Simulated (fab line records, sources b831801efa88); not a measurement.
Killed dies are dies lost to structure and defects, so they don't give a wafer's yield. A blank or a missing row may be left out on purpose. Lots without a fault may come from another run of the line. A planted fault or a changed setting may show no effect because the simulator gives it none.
Which tool did it? | flow sky130 | 14 lots, 42 wafers sampled, at 4 steps of a route of 708

WHAT THE GAUGES READ, wafer by wafer
SKY_SPACER_THK_MEAS_01.
lot  | measured     | on            | SPACER_CVD_00_THK (nm)
L714 | day 22 23:20 | film_metro-04 | 43.0 43.1 43.3
L715 | day 23 01:40 | film_metro-04 | 43.5 43.5 43.1
L716 | day 23 20:59 | film_metro-03 | 43.5 43.9 44.0
L719 | day 25 03:11 | film_metro-01 | 43.0 42.2 42.8
L720 | day 25 12:50 | film_metro-03 | 42.9 42.6 42.5
L721 | day 26 04:07 | film_metro-01 | 42.5 42.3 42.8
L722 | day 26 04:07 | film_metro-03 | 42.7 42.7 42.9
L723 | day 26 14:22 | film_metro-01 | 42.7 42.6 42.5
L724 | day 26 20:53 | film_metro-04 | 43.0 42.8 42.7
L727 | day 28 00:28 | film_metro-03 | 42.8 42.4 42.7
L728 | day 28 15:09 | film_metro-03 | 43.1 43.0 43.5
L729 | day 29 01:05 | film_metro-01 | 43.0 43.3 43.2
L732 | day 29 14:19 | film_metro-01 | 42.9 42.4 42.9
L735 | day 30 06:59 | film_metro-03 | 43.2 43.3 43.2

SKY_POLY_CUT_CD_MEAS_08: target cd 270 nm.
lot  | measured     | on        | cd_nm (nm)
L714 | day 24 05:09 | cd_sem-01 | 272.4 272.6 272.5
L715 | day 24 07:39 | cd_sem-01 | 268.8 269.3 269.4
L716 | day 25 01:59 | cd_sem-01 | 270.6 269.9 270.8
L719 | day 26 08:46 | cd_sem-02 | 271.2 269.5 271.6
L720 | day 26 17:15 | cd_sem-01 | 271.7 272.2 270.8
L721 | day 27 09:20 | cd_sem-01 | 270.7 269.8 271.3
L722 | day 27 09:26 | cd_sem-02 | 268.5 270.0 269.0
L723 | day 27 19:02 | cd_sem-02 | 271.5 272.1 270.7
L724 | day 28 01:41 | cd_sem-01 | 269.7 268.3 269.0
L727 | day 29 04:38 | cd_sem-02 | 269.6 267.8 268.0
L728 | day 29 19:53 | cd_sem-02 | 267.5 269.2 269.0
L729 | day 30 05:32 | cd_sem-01 | 271.0 270.5 268.9
L732 | day 30 18:13 | cd_sem-02 | 272.3 271.2 270.7
L735 | day 31 11:16 | cd_sem-02 | 267.6 267.9 267.2

SKY_SD_N_OVL_MEAS_08.
lot  | measured     | on         | SD_N_OVL (nm)
L714 | day 27 20:29 | overlay-01 | -0.3 -1.8 -0.7
L715 | day 27 23:42 | overlay-02 | 0.8 -0.7 1.2
L716 | day 28 17:27 | overlay-01 | -2.2 -1.4 -3.4
L719 | day 29 22:51 | overlay-02 | -0.1 -1.0 1.1
L720 | day 30 06:44 | overlay-02 | -0.6 -1.2 -1.2
L721 | day 30 23:20 | overlay-02 | 1.3 -0.1 0.8
L722 | day 30 23:34 | overlay-02 | -1.3 0.9 -1.3
L723 | day 31 06:44 | overlay-02 | -3.0 -1.4 0.0
L724 | day 31 14:28 | overlay-01 | -1.0 -1.9 -1.7
L727 | day 32 16:51 | overlay-02 | 3.0 -0.9 3.4
L728 | day 33 08:33 | overlay-02 | -2.6 -3.8 -3.5
L729 | day 33 14:01 | overlay-02 | -1.5 -1.5 -2.2
L732 | day 34 03:16 | overlay-01 | -1.5 0.4 -0.1
L735 | day 34 19:41 | overlay-02 | 1.3 -0.4 1.4

WHICH TOOL RAN EACH LOT (tool, then ch and the chambers of the sampled wafers, then the start)
lot  | SKY_SD_N_SOFTBAKE_03
L714 | litho_track-04 ch 0, day 27 05:59
L715 | litho_track-03 ch 0, day 27 09:28
L716 | litho_track-01 ch 0, day 28 03:00
L719 | litho_track-03 ch 0, day 29 08:28
L720 | litho_track-04 ch 0, day 29 16:58
L721 | litho_track-04 ch 0, day 30 08:41
L722 | litho_track-01 ch 0, day 30 08:42
L723 | litho_track-04 ch 0, day 30 16:53
L724 | litho_track-04 ch 0, day 31 00:34
L727 | litho_track-01 ch 0, day 32 03:39
L728 | litho_track-03 ch 0, day 32 18:28
L729 | litho_track-01 ch 0, day 33 00:54
L732 | litho_track-01 ch 0, day 33 14:34
L735 | litho_track-03 ch 0, day 34 06:17
- SKY_SD_N_SOFTBAKE_03: time 60 s.

WHAT THE TOOLS THEMSELVES READ (means of the sampled wafers that have a number; where no wafer has one, the mark that the record gives instead)
SKY_SD_N_SOFTBAKE_03.
lot  | tool           | heater_power_total_W (W) | plate_temp_C (C)
L714 | litho_track-04 | 56.63                    | 89.89
L715 | litho_track-03 | 56.58                    | 89.88
L716 | litho_track-01 | 56.64                    | 90.04
L719 | litho_track-03 | 56.59                    | 90.19
L720 | litho_track-04 | 56.62                    | 89.98
L721 | litho_track-04 | 56.60                    | 89.83
L722 | litho_track-01 | 56.60                    | 90.02
L723 | litho_track-04 | 56.61                    | 89.99
L724 | litho_track-04 | 56.58                    | 90.09
L727 | litho_track-01 | 56.59                    | 89.96
L728 | litho_track-03 | 56.59                    | 89.95
L729 | litho_track-01 | 57.69                    | 91.23
L732 | litho_track-01 | 57.65                    | 91.19
L735 | litho_track-03 | 56.54                    | 90.10

THE ANSWER, worked out from the rows above alone
Rule: what is usual is taken from the lots themselves. Put in order of their means at a reading, lots are off if they are a third of the lots or fewer, leave a main group of 4 or more, and stand apart from it by a gap of 3 or more times the standard deviation of the main group's means; of several such gaps the widest counts. A main group whose means are all the same, to the digits that the tables above print for the reading, isn't used. A lot without any number at a reading at which 4 lots or more have one is off too. The other lots that the step has rows for count as sound. The gauges are gone through in route order, then the tools' own readings, and for those a lot's mean is taken as printed above. The first step at which some lot is off is used, and at that step the reading that is off furthest; a lot without a number counts as furthest.
Off: L729, L732, at SKY_SD_N_SOFTBAKE_03 (heater_power_total_W). The main group: mean 56.60 W, standard deviation 0.025.
A tool fits if, at that step or a process step before it, it ran every lot that is off, and no sound lot after the first of them. One fits: litho_track-01 at SKY_SD_N_SOFTBAKE_03. Its last sound lot is L727 (day 32 03:39), its first lot that is off L729 (day 33 00:54): a fault that began between those two fits.
The tool's own readings at SKY_SD_N_SOFTBAKE_03 bear it out: on the lots that are off they differ by more than 5 times the standard deviation of the sound lots' means. heater_power_total_W reads 57.67 W there against 56.60 W on the sound lots; plate_temp_C reads 91.21 C there against 89.99 C on the sound lots.

WHAT THE SIMULATOR HAD PUT IN
Process parameter drift: litho_track-01, from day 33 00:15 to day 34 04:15, at SKY_SD_N_SOFTBAKE_03. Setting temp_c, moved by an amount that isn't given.
Lots struck among those shown: L729, L732. The rule above found the same.
